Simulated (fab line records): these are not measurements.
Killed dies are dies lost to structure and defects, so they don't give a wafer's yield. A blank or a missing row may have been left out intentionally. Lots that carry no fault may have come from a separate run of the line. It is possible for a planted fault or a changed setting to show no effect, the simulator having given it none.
Which tool was responsible? || flow sfq-line || Sampling: 14 lots, 42 wafers, 3 of 325 route steps

## WHAT EACH GAUGE READ, for each wafer
SFQ_L0V_OVL_MEAS_903. Usual: L0V_OVL typically reads 1 nm, with standard deviation 6.4.
{"lot": "L214", "measured": "day 8 02:41", "on": "overlay-01", "L0V_OVL (nm)": "0 -3 -2", "flag": ""}
{"lot": "L215", "measured": "day 8 17:05", "on": "overlay-02", "L0V_OVL (nm)": "7 0 9", "flag": ""}
{"lot": "L216", "measured": "day 8 23:04", "on": "overlay-01", "L0V_OVL (nm)": "9 8 10", "flag": ""}
{"lot": "L217", "measured": "day 9 05:30", "on": "overlay-01", "L0V_OVL (nm)": "0 -4 1", "flag": ""}
{"lot": "L222", "measured": "day 10 07:03", "on": "overlay-02", "L0V_OVL (nm)": "0 1 4", "flag": ""}
{"lot": "L226", "measured": "day 11 13:41", "on": "overlay-02", "L0V_OVL (nm)": "1 6 -1", "flag": ""}
{"lot": "L227", "measured": "day 11 19:42", "on": "overlay-01", "L0V_OVL (nm)": "4 -2 6", "flag": ""}
{"lot": "L228", "measured": "day 11 23:18", "on": "overlay-01", "L0V_OVL (nm)": "2 -5 -2", "flag": ""}
{"lot": "L229", "measured": "day 12 08:53", "on": "overlay-01", "L0V_OVL (nm)": "-8 -1 0", "flag": ""}
{"lot": "L230", "measured": "day 12 17:19", "on": "overlay-02", "L0V_OVL (nm)": "1 -2 -1", "flag": ""}
{"lot": "L231", "measured": "day 13 00:30", "on": "overlay-02", "L0V_OVL (nm)": "-2 -2 4", "flag": ""}
{"lot": "L232", "measured": "day 13 15:08", "on": "overlay-02", "L0V_OVL (nm)": "8 5 5", "flag": ""}
{"lot": "L233", "measured": "day 14 03:29", "on": "overlay-02", "L0V_OVL (nm)": "5 8 7", "flag": ""}
{"lot": "L234", "measured": "day 14 08:17", "on": "overlay-01", "L0V_OVL (nm)": "3 -9 -2", "flag": ""}

SFQ_I5_OVL_MEAS_936. Usual: I5_OVL typically reads -2 nm, with standard deviation 5.4.
{"lot": "L214", "measured": "day 64 21:35", "on": "overlay-01", "I5_OVL (nm)": "-2 -5 -3", "flag": ""}
{"lot": "L215", "measured": "day 66 08:02", "on": "overlay-01", "I5_OVL (nm)": "-3 -9 4", "flag": ""}
{"lot": "L216", "measured": "day 66 10:26", "on": "overlay-02", "I5_OVL (nm)": "-2 4 -2", "flag": ""}
{"lot": "L217", "measured": "day 66 11:38", "on": "overlay-02", "I5_OVL (nm)": "-7 -11 -10", "flag": ""}
{"lot": "L222", "measured": "day 66 21:14", "on": "overlay-02", "I5_OVL (nm)": "-10 -6 -9", "flag": ""}
{"lot": "L226", "measured": "day 67 10:26", "on": "overlay-01", "I5_OVL (nm)": "-7 -2 -10", "flag": ""}
{"lot": "L227", "measured": "day 67 14:02", "on": "overlay-02", "I5_OVL (nm)": "3 -4 -3", "flag": ""}
{"lot": "L228", "measured": "day 67 21:22", "on": "overlay-02", "I5_OVL (nm)": "0 -2 0", "flag": ""}
{"lot": "L229", "measured": "day 68 03:22", "on": "overlay-01", "I5_OVL (nm)": "-4 -1 -1", "flag": ""}
{"lot": "L230", "measured": "day 68 09:22", "on": "overlay-02", "I5_OVL (nm)": "12 5 6", "flag": ""}
{"lot": "L231", "measured": "day 68 15:22", "on": "overlay-02", "I5_OVL (nm)": "-4 -3 -3", "flag": ""}
{"lot": "L232", "measured": "day 68 17:46", "on": "overlay-01", "I5_OVL (nm)": "-9 -7 -8", "flag": ""}
{"lot": "L233", "measured": "day 68 21:22", "on": "overlay-02", "I5_OVL (nm)": "-12 -5 -17", "flag": ""}
{"lot": "L234", "measured": "day 68 23:46", "on": "overlay-02", "I5_OVL (nm)": "6 3 -7", "flag": ""}

## TOOL THAT RAN EACH LOT (tool first, then ch and the chambers of the sampled wafers, then the start)
{"lot": "L214", "SFQ_TRILAYER_I1_VIA_LITHO_EXPOSE_050": "krf-scanner-02 ch 0, day 23 11:50"}
{"lot": "L215", "SFQ_TRILAYER_I1_VIA_LITHO_EXPOSE_050": "krf-scanner-02 ch 0, day 23 15:38"}
{"lot": "L216", "SFQ_TRILAYER_I1_VIA_LITHO_EXPOSE_050": "krf-scanner-02 ch 0, day 23 20:47"}
{"lot": "L217", "SFQ_TRILAYER_I1_VIA_LITHO_EXPOSE_050": "krf-scanner-02 ch 0, day 24 07:35"}
{"lot": "L222", "SFQ_TRILAYER_I1_VIA_LITHO_EXPOSE_050": "krf-scanner-01 ch 0, day 26 00:07"}
{"lot": "L226", "SFQ_TRILAYER_I1_VIA_LITHO_EXPOSE_050": "krf-scanner-01 ch 0, day 27 04:31"}
{"lot": "L227", "SFQ_TRILAYER_I1_VIA_LITHO_EXPOSE_050": "krf-scanner-01 ch 0, day 27 15:04"}
{"lot": "L228", "SFQ_TRILAYER_I1_VIA_LITHO_EXPOSE_050": "krf-scanner-01 ch 0, day 28 01:58"}
{"lot": "L229", "SFQ_TRILAYER_I1_VIA_LITHO_EXPOSE_050": "krf-scanner-01 ch 0, day 28 07:46"}
{"lot": "L230", "SFQ_TRILAYER_I1_VIA_LITHO_EXPOSE_050": "krf-scanner-01 ch 0, day 28 22:46"}
{"lot": "L231", "SFQ_TRILAYER_I1_VIA_LITHO_EXPOSE_050": "krf-scanner-01 ch 0, day 29 04:22"}
{"lot": "L232", "SFQ_TRILAYER_I1_VIA_LITHO_EXPOSE_050": "krf-scanner-01 ch 0, day 29 19:46"}
{"lot": "L233", "SFQ_TRILAYER_I1_VIA_LITHO_EXPOSE_050": "krf-scanner-01 ch 0, day 30 11:22"}
{"lot": "L234", "SFQ_TRILAYER_I1_VIA_LITHO_EXPOSE_050": "krf-scanner-01 ch 0, day 30 19:46"}
- SFQ_TRILAYER_I1_VIA_LITHO_EXPOSE_050: exposes mask I1, target cd 500 nm.

## AS READ BY THE TOOLS THEMSELVES (means over the sampled wafers that have a number; for cases with no such wafer, the mark the record gives instead)
SFQ_TRILAYER_I1_VIA_LITHO_EXPOSE_050. Usual: exposure-dose-mJ-cm2 reads 21.300 (standard deviation 0.017).
{"lot": "L214", "tool": "krf-scanner-02", "exposure-dose-mJ-cm2": 21.288, "flag": ""}
{"lot": "L215", "tool": "krf-scanner-02", "exposure-dose-mJ-cm2": 21.299, "flag": ""}
{"lot": "L216", "tool": "krf-scanner-02", "exposure-dose-mJ-cm2": 22.510, "flag": "OFF"}
{"lot": "L217", "tool": "krf-scanner-02", "exposure-dose-mJ-cm2": 22.480, "flag": "OFF"}
{"lot": "L222", "tool": "krf-scanner-01", "exposure-dose-mJ-cm2": 21.298, "flag": ""}
{"lot": "L226", "tool": "krf-scanner-01", "exposure-dose-mJ-cm2": 21.332, "flag": ""}
{"lot": "L227", "tool": "krf-scanner-01", "exposure-dose-mJ-cm2": 21.308, "flag": ""}
{"lot": "L228", "tool": "krf-scanner-01", "exposure-dose-mJ-cm2": 21.306, "flag": ""}
{"lot": "L229", "tool": "krf-scanner-01", "exposure-dose-mJ-cm2": 21.300, "flag": ""}
{"lot": "L230", "tool": "krf-scanner-01", "exposure-dose-mJ-cm2": 21.284, "flag": ""}
{"lot": "L231", "tool": "krf-scanner-01", "exposure-dose-mJ-cm2": 21.285, "flag": ""}
{"lot": "L232", "tool": "krf-scanner-01", "exposure-dose-mJ-cm2": 21.279, "flag": ""}
{"lot": "L233", "tool": "krf-scanner-01", "exposure-dose-mJ-cm2": 21.306, "flag": ""}
{"lot": "L234", "tool": "krf-scanner-01", "exposure-dose-mJ-cm2": 21.312, "flag": ""}

## THE ANSWER, worked out from the rows above alone
Rule: a lot counts as off when the mean over its wafers that have a number is more than 3 standard deviations away from the usual mean. Also off: a lot with no number at a reading for which 4 or more lots have one. All remaining lots with rows at the step are treated as sound. Order of review: gauges by route order, followed by the tools' own readings, for which a lot's mean as printed above is used. The first step at which some lot is off is used, and at that step the reading that is off furthest; a lot without a number counts as furthest.
Off, at SFQ_TRILAYER_I1_VIA_LITHO_EXPOSE_050 on exposure-dose-mJ-cm2: L216, L217.
A tool fits if, at that step or a process step before it, it ran every lot that is off, and no sound lot after the first of them. One fits: krf-scanner-02 at SFQ_TRILAYER_I1_VIA_LITHO_EXPOSE_050. A fault onset in the window from L215 (day 23 15:38, its last sound lot) to L216 (day 23 20:47, its first lot off) fits.
On the lots that are off, the tool's own readings at SFQ_TRILAYER_I1_VIA_LITHO_EXPOSE_050 differ by more than 5 times the standard deviation of the sound lots' means, which bears it out; exposure-dose-mJ-cm2 reads 22.495 there versus 21.300 on the sound lots.

## WHAT HAD BEEN PUT IN BY THE SIMULATOR
Process parameters drifting: krf-scanner-02 at SFQ_TRILAYER_I1_VIA_LITHO_EXPOSE_050, beginning at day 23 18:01. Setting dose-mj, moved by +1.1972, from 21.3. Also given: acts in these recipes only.
Shown lots that were struck: L216, L217. Same finding as the rule above.
